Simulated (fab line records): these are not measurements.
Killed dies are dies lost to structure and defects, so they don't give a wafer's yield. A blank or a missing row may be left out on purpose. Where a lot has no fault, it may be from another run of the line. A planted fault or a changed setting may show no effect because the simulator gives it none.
What tool caused it? + flow sfq line + at 1 step of a route of 325, 13 lots with 39 wafers sampled

## WHAT THE GAUGES READ, wafer by wafer
The record holds no reading of a measuring or inspecting step that can be judged against a usual standard deviation.

## TOOL THAT RAN EACH LOT (tool first, then ch and the chambers of the sampled wafers, then the start)
| lot  | SFQ_TRILAYER_L0_VIA_BARC_OPEN_VIA_ETCH_021 |
|------|--------------------------------------------|
| L935 | rie diel-04 ch 2,3, day 7 14:18            |
| L936 | rie diel-01 ch 2,3, day 7 22:49            |
| L937 | rie diel-01 ch 1,2, day 8 03:37            |
| L939 | rie diel-04 ch 1,2,3, day 8 12:46          |
| L940 | rie diel-02 ch 1,2, day 8 16:22            |
| L941 | rie diel-04 ch 1,2, day 8 17:34            |
| L949 | rie diel-04 ch 0,2,3, day 11 00:44         |
| L950 | rie diel-02 ch 0,2,3, day 11 04:20         |
| L953 | rie diel-01 ch 1,2,3, day 12 04:20         |
| L954 | rie diel-02 ch 2,3, day 12 13:31           |
| L955 | rie diel-01 ch 1,3, day 12 23:07           |
| L957 | rie diel-01 ch 0,2, day 13 02:43           |
| L958 | rie diel-02 ch 0,3, day 13 03:55           |
- SFQ_TRILAYER_L0_VIA_BARC_OPEN_VIA_ETCH_021: etches BARC in O2, target depth 125 nm, time 41.7 s.

## AS READ BY THE TOOLS THEMSELVES (means over the sampled wafers that have a number; for cases with no such wafer, the mark the record gives instead)
SFQ_TRILAYER_L0_VIA_BARC_OPEN_VIA_ETCH_021.
| lot  | tool        | bias w (W) | drypump motor current A (A) | oes product au (a.u.) |
|------|-------------|------------|-----------------------------|-----------------------|
| L935 | rie diel-04 | 80.01      | 5.6                         | 0.688                 |
| L936 | rie diel-01 | 80.00      | 5.5                         | 0.684                 |
| L937 | rie diel-01 | 79.88      | 5.8                         | 0.689                 |
| L939 | rie diel-04 | 80.07      | 5.3                         | 0.682                 |
| L940 | rie diel-02 | 80.14      | 5.4                         | 0.688                 |
| L941 | rie diel-04 | 80.01      | 5.1                         | 0.683                 |
| L949 | rie diel-04 | 78.54      | 5.7                         | 0.686                 |
| L950 | rie diel-02 | 79.84      | 5.7                         | 0.680                 |
| L953 | rie diel-01 | 79.86      | 5.5                         | 0.686                 |
| L954 | rie diel-02 | 80.21      | 5.5                         | 0.687                 |
| L955 | rie diel-01 | 80.38      | 5.4                         | 0.683                 |
| L957 | rie diel-01 | 79.95      | 5.7                         | 0.681                 |
| L958 | rie diel-02 | 80.24      | 5.7                         | 0.686                 |

## THE ANSWER, worked out from the rows above alone
Rule: usual is defined by the lots themselves. Put in order of their means at a reading, lots are off if they are a third of the lots or fewer, leave a main group of 4 or more, and stand apart from it by a gap of 3 or more times the standard deviation of the main group's means; of several such gaps the widest counts. Not used: any main group whose means are identical at the precision the tables above print for the reading. A lot without any number at a reading at which 4 lots or more have one is off too. All remaining lots with rows at the step are treated as sound. Order of review: gauges by route order, followed by the tools' own readings, for which a lot's mean as printed above is used. The first step at which some lot is off is used, and at that step the reading that is off furthest; a lot without a number counts as furthest.
Off: L949 (SFQ_TRILAYER_L0_VIA_BARC_OPEN_VIA_ETCH_021, bias w). Main group: mean 80.05 W, sd 0.16.
If a tool, at that step or one of the process steps before it, ran each lot that is off and ran no sound lot following the first of them, it fits. One fits: rie diel-04 at SFQ_TRILAYER_L0_VIA_BARC_OPEN_VIA_ETCH_021. Its last sound lot is L941 (day 8 17:34), its first lot that is off L949 (day 11 00:44): a fault that began between those two fits.
The tool's own readings at SFQ_TRILAYER_L0_VIA_BARC_OPEN_VIA_ETCH_021 bear it out: on the lots that are off they differ by more than 5 times the standard deviation of the sound lots' means. bias w reads 78.54 W there against 80.05 W on the sound lots.

## WHAT THE SIMULATOR HAD INSERTED
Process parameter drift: rie diel-04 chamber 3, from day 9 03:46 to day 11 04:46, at SFQ_TRILAYER_L0_VIA_BARC_OPEN_VIA_ETCH_021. The setting bias w was moved by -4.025, starting from 80. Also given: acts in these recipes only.
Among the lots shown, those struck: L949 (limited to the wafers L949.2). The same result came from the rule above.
